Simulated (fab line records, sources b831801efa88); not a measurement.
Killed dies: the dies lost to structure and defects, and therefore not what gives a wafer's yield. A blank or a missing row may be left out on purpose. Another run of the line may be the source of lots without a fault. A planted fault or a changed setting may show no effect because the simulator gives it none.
Which tool is to blame? | flow sky130 | 36 wafers from 12 lots sampled at 2 of the route's 708 steps

## WHAT THE GAUGES READ, wafer by wafer
SKY_CAPM_RS_MEAS_03: measures by four-point-probe.
lot  | measured     | on           | CAPM_TIN_RS (ohm/sq)
L903 | day 36 07:13 | filmMetro-03 | 7.13 7.04 7.17
L904 | day 36 21:32 | filmMetro-02 | 6.96 7.00 6.93
L905 | day 37 02:19 | filmMetro-02 | 6.97 7.04 6.93
L909 | day 38 13:34 | filmMetro-04 | 7.08 7.01 6.99
L911 | day 39 04:18 | filmMetro-02 | 7.06 6.94 6.92
L912 | day 39 05:44 | filmMetro-04 | 6.93 7.02 6.96
L916 | day 40 12:02 | filmMetro-02 | 6.99 7.10 7.13
L918 | day 40 18:10 | filmMetro-02 | 6.88 6.93 7.01
L919 | day 41 10:43 | filmMetro-02 | 7.02 7.12 6.97
L924 | day 42 18:30 | filmMetro-04 | 6.91 6.89 6.86
L925 | day 43 07:05 | filmMetro-03 | 7.00 6.84 6.90
L926 | day 43 10:56 | filmMetro-04 | 7.16 7.20 7.02

SKY_CAPM_OVL_MEAS_12.
lot  | measured     | on         | CAPM_OVL (nm)
L903 | day 37 08:20 | overlay-02 | 1.5 2.6 1.2
L904 | day 37 22:47 | overlay-02 | 0.1 1.8 1.1
L905 | day 38 04:00 | overlay-02 | 2.7 1.9 2.0
L909 | day 39 14:02 | overlay-02 | 0.8 3.1 1.7
L911 | day 40 04:20 | overlay-02 | 1.7 2.2 1.8
L912 | day 40 06:11 | overlay-02 | 1.3 0.2 0.2
L916 | day 41 11:23 | overlay-01 | -1.4 -0.8 -1.3
L918 | day 41 17:59 | overlay-01 | 0.6 -0.4 2.0
L919 | day 42 10:26 | overlay-02 | 2.3 3.2 2.0
L924 | day 43 17:17 | overlay-02 | -0.6 0.2 0.3
L925 | day 44 05:38 | overlay-01 | 2.1 2.1 2.6
L926 | day 44 08:45 | overlay-02 | 0.3 1.6 0.8

## TOOL THAT RAN EACH LOT (tool first, then ch and the chambers of the sampled wafers, then the start)
Before these readings, the record contains no process step.

## AS READ BY THE TOOLS THEMSELVES (means over the sampled wafers that have a number; for cases with no such wafer, the mark the record gives instead)
The record holds no such reading with a usual standard deviation.

## THE ANSWER, worked out from the rows above alone
Rule: the usual values come from the lots themselves. Put in order of their means at a reading, lots are off if they are a third of the lots or fewer, leave a main group of 4 or more, and stand apart from it by a gap of 3 or more times the standard deviation of the main group's means; of several such gaps the widest counts. If all means in a main group match to the digits the tables above print for the reading, that group is not used. A lot without any number at a reading at which 4 lots or more have one is off too. Where the step has rows for the other lots, those lots are counted as sound. Order of review: gauges by route order, followed by the tools' own readings, for which a lot's mean as printed above is used. The first step at which some lot is off is used, and at that step the reading that is off furthest; a lot without a number counts as furthest.
Nothing can be told from this: no lot is off at any reading shown.

## WHAT WAS PUT IN BY THE SIMULATOR
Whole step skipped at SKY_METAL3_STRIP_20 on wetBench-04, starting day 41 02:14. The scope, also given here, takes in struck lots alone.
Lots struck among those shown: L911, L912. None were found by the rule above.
